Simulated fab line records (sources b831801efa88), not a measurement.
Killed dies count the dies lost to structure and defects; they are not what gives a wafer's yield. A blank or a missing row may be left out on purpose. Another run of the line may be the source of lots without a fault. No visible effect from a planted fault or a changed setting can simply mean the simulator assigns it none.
Struck lot and sound lot, side by side -- flow gf180mcu -- 14 steps out of a route of 602
Sound: these wafers, L835.1, L835.3, L835.4. Wafers L838.1, L838.2, L838.3 were the ones struck. Last of all comes the cause.
At each step with rows: each side's tool, then ch and its chambers, then its first start. Under that, the readings that differ: sound wafers -- struck wafers -- difference of the means -- sigmas: that difference in standard deviations of wafers without a fault.
alike: a reading whose means differ by less than 2 such deviations, as well as words and numbers matching on both sides. not compared: withheld readings; readings where some wafer has no value; bounds like >300 that might hide an equal value; numbers whose values overlap and for which the record gives no deviation.
The two part at a step that has a row with sigmas, a row that says differs or no value, or rows on one side only. Numbers that have no deviation but don't overlap get no sigmas and don't part them. Lack of a reading on every wafer of one side parts them only where that side has two or more wafers.

first, 3 steps without rows for these wafers: GF_STI_EXPOSE_09 (exposes mask COMP, target cd 220 nm); GF_STI_PEB_10 (peb time 90 s); GF_STI_DEVELOP_11 (develop time 60 s).
GF_STI_CD_MEAS_12: the cd target is 220 nm.
  sound on cd sem-02, day 3 23:47; struck on cd sem-01, day 4 14:26
  alike: cd nm
GF_STI_ETCH_13: etches the open film in CHF3/O2, stops on Si, target depth 282.31 nm, time 112.9 s.
  sound on rie diel-01 ch 0,2,3, day 3 23:54; struck on rie diel-02 ch 0,2,3, day 4 14:33
  alike: drypump motor current A, oes product au, throttle valve pct
  not compared: rf hours counter h
GF_STI_ETCH_14: etches Si in HBr/Cl2/O2, target depth 360 nm, time 102.9 s.
  sound on rie si-01 ch 0,1,3, day 3 23:59; struck on rie si-01 ch 0,2,3, day 4 14:38
  alike: drypump motor current A, mfc cl2 sccm, oes product au, throttle valve pct
  not compared: rf hours counter h
GF_STI_STRIP_15: strips in O2/N2.
  sound on plasma asher-02 ch 0,1, day 4 00:04; struck on plasma asher-02 ch 0,1, day 4 14:43
  alike: drypump motor current A, heater power w, oes product au, strip time to endpoint s
  not compared: rf hours counter h
then, 5 steps without rows for these wafers: GF_STI_CLEAN_16 (cleans in dHF, time 25 s); GF_STI_WET_ETCH_17 (etches Si3N4 in H3PO4, target depth 45 nm, time 514 s); GF_STI_CLEAN_18 (cleans in SC1/SC2, time 150 s); GF_STI_CLEAN_19 (cleans in dHF, time 20 s); GF_STI_WET_ETCH_20 (etches SiO2 in dHF, target depth 20 nm, time 400 s).
GF_STI_OXIDATION_21: stabilise 600 s, purge 300 s, target thk 15 nm.
  sound on furnace-02 ch 0, day 4 00:55; struck on furnace-01, day 4 16:21
  no value came back on the struck wafers for ox temp c (C), ox temp c max, spike tc bottom C (C), zone power centre pct (%); on the sound wafers ox temp c (C) reads 1000.1 1000.2 999.5
then, 1 step without rows for these wafers: GF_STI_CVD_23 (deposits SiO2, target thk 650 nm, time 108.3 s).

WHERE THEY PART
GF_STI_OXIDATION_21 only, going by this record.

WHY: what the simulator had put in
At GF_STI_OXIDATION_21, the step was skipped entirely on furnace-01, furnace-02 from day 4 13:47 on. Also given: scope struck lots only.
